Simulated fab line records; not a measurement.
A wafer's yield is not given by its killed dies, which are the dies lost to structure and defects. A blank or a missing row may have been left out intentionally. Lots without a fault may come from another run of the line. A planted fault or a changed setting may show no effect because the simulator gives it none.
Which tool did it? :: flow sky130 :: Sampling: 14 lots, 42 wafers, 3 of 708 route steps

WHAT EACH GAUGE READ, for each wafer
SKY_POLY_GATE_THK_MEAS_04. Usual: for POLY_GATE_CVD_03_THK the level is 75.1 nm and the standard deviation is 0.69.
lot: L931
measured: day 15 05:25
on: film-metro-04
POLY_GATE_CVD_03_THK (nm): 74.9 74.7 74.7
flag: 

lot: L933
measured: day 15 20:23
on: film-metro-04
POLY_GATE_CVD_03_THK (nm): 75.6 75.0 74.9
flag: 

lot: L934
measured: day 16 03:14
on: film-metro-04
POLY_GATE_CVD_03_THK (nm): 75.6 75.9 75.6
flag: 

lot: L935
measured: day 16 22:22
on: film-metro-03
POLY_GATE_CVD_03_THK (nm): 75.0 75.3 75.1
flag: 

lot: L937
measured: day 17 03:37
on: film-metro-03
POLY_GATE_CVD_03_THK (nm): 75.7 75.3 75.8
flag: 

lot: L936
measured: day 17 03:37
on: film-metro-04
POLY_GATE_CVD_03_THK (nm): 75.5 74.5 74.5
flag: 

lot: L939
measured: day 18 03:21
on: film-metro-02
POLY_GATE_CVD_03_THK (nm): 74.8 74.9 75.0
flag: 

lot: L940
measured: day 18 12:56
on: film-metro-03
POLY_GATE_CVD_03_THK (nm): 74.3 74.2 73.9
flag: 

lot: L941
measured: day 18 17:34
on: film-metro-02
POLY_GATE_CVD_03_THK (nm): 73.6 73.9 74.0
flag: 

lot: L942
measured: day 19 04:40
on: film-metro-02
POLY_GATE_CVD_03_THK (nm): 77.0 77.3 77.0
flag: 

lot: L948
measured: day 22 05:19
on: film-metro-04
POLY_GATE_CVD_03_THK (nm): 75.4 75.3 75.1
flag: 

lot: L952
measured: day 23 01:27
on: film-metro-04
POLY_GATE_CVD_03_THK (nm): 74.4 74.6 74.4
flag: 

lot: L953
measured: day 23 06:11
on: film-metro-04
POLY_GATE_CVD_03_THK (nm): 75.4 75.2 75.2
flag: 

lot: L954
measured: day 23 09:28
on: film-metro-04
POLY_GATE_CVD_03_THK (nm): 76.0 75.7 75.6
flag: 

SKY_LDD_P_TW_MEAS_11. Usual: for LDD_P_TW the level is 629 and the standard deviation is 3.7.
lot: L931
measured: day 18 22:34
on: film-metro-02
LDD_P_TW: 638 639 638
flag: 

lot: L933
measured: day 19 20:05
on: film-metro-02
LDD_P_TW: 633 630 631
flag: 

lot: L934
measured: day 20 01:35
on: film-metro-02
LDD_P_TW: 631 634 634
flag: 

lot: L935
measured: day 20 21:23
on: film-metro-01
LDD_P_TW: 631 627 632
flag: 

lot: L937
measured: day 21 01:59
on: film-metro-02
LDD_P_TW: 627 623 626
flag: 

lot: L936
measured: day 21 01:22
on: film-metro-01
LDD_P_TW: 627 628 630
flag: 

lot: L939
measured: day 22 03:21
on: film-metro-01
LDD_P_TW: 631 631 631
flag: 

lot: L940
measured: day 22 13:02
on: film-metro-02
LDD_P_TW: 629 626 626
flag: 

lot: L941
measured: day 22 16:32
on: film-metro-02
LDD_P_TW: 628 630 630
flag: 

lot: L942
measured: day 23 04:26
on: film-metro-02
LDD_P_TW: 627 630 632
flag: 

lot: L948
measured: day 26 01:45
on: film-metro-04
LDD_P_TW: 627 626 631
flag: 

lot: L952
measured: day 26 22:23
on: film-metro-02
LDD_P_TW: 624 625 626
flag: 

lot: L953
measured: day 27 02:56
on: film-metro-01
LDD_P_TW: 633 634 633
flag: 

lot: L954
measured: day 27 06:00
on: film-metro-02
LDD_P_TW: 625 630 626
flag: 

SKY_LDD_HVN_TW_MEAS_10. Usual: for LDD_HVN_TW the level is 1424 and the standard deviation is 11.
lot: L931
measured: day 20 05:07
on: film-metro-02
LDD_HVN_TW: 1429 1423 1425
flag: 

lot: L933
measured: day 21 01:50
on: film-metro-04
LDD_HVN_TW: 1423 1419 1411
flag: 

lot: L934
measured: day 21 07:55
on: film-metro-03
LDD_HVN_TW: 1444 1445 1448
flag: 

lot: L935
measured: day 22 04:04
on: film-metro-04
LDD_HVN_TW: 1415 1413 1419
flag: 

lot: L937
measured: day 22 08:58
on: film-metro-02
LDD_HVN_TW: 1421 1418 1419
flag: 

lot: L936
measured: day 22 07:43
on: film-metro-03
LDD_HVN_TW: 1441 1437 1440
flag: 

lot: L939
measured: day 23 09:32
on: film-metro-02
LDD_HVN_TW: 1419 1419 1422
flag: 

lot: L940
measured: day 23 19:49
on: film-metro-02
LDD_HVN_TW: 1416 1421 1420
flag: 

lot: L941
measured: day 23 23:19
on: film-metro-03
LDD_HVN_TW: 1453 1442 1447
flag: 

lot: L942
measured: day 24 10:52
on: film-metro-04
LDD_HVN_TW: 1418 1417 1412
flag: 

lot: L948
measured: day 27 07:13
on: film-metro-02
LDD_HVN_TW: 1419 1429 1415
flag: 

lot: L952
measured: day 28 02:55
on: film-metro-04
LDD_HVN_TW: 1419 1418 1420
flag: 

lot: L953
measured: day 28 07:46
on: film-metro-02
LDD_HVN_TW: 1425 1425 1419
flag: 

lot: L954
measured: day 28 10:29
on: film-metro-02
LDD_HVN_TW: 1423 1427 1424
flag: 

TOOL THAT RAN EACH LOT (tool first, then ch and the chambers of the sampled wafers, then the start)
The record shows no process step preceding these readings.

AS READ BY THE TOOLS THEMSELVES (means over the sampled wafers that have a number; for cases with no such wafer, the mark the record gives instead)
The record holds no such reading with a usual standard deviation.

THE ANSWER, worked out from the rows above alone
Rule: lot off if the mean of its wafers having a number is beyond 3 standard deviations from the usual mean. A lot without any number at a reading at which 4 lots or more have one is off too. Where the step has rows for the other lots, those lots are counted as sound. Order of review: gauges by route order, followed by the tools' own readings, for which a lot's mean as printed above is used. At the first step where some lot is off, the reading lying furthest off is the one used; lots without a number count as furthest.
No lot is off on any of the readings shown, so nothing can be concluded from this.

WHAT THE SIMULATOR PUT IN
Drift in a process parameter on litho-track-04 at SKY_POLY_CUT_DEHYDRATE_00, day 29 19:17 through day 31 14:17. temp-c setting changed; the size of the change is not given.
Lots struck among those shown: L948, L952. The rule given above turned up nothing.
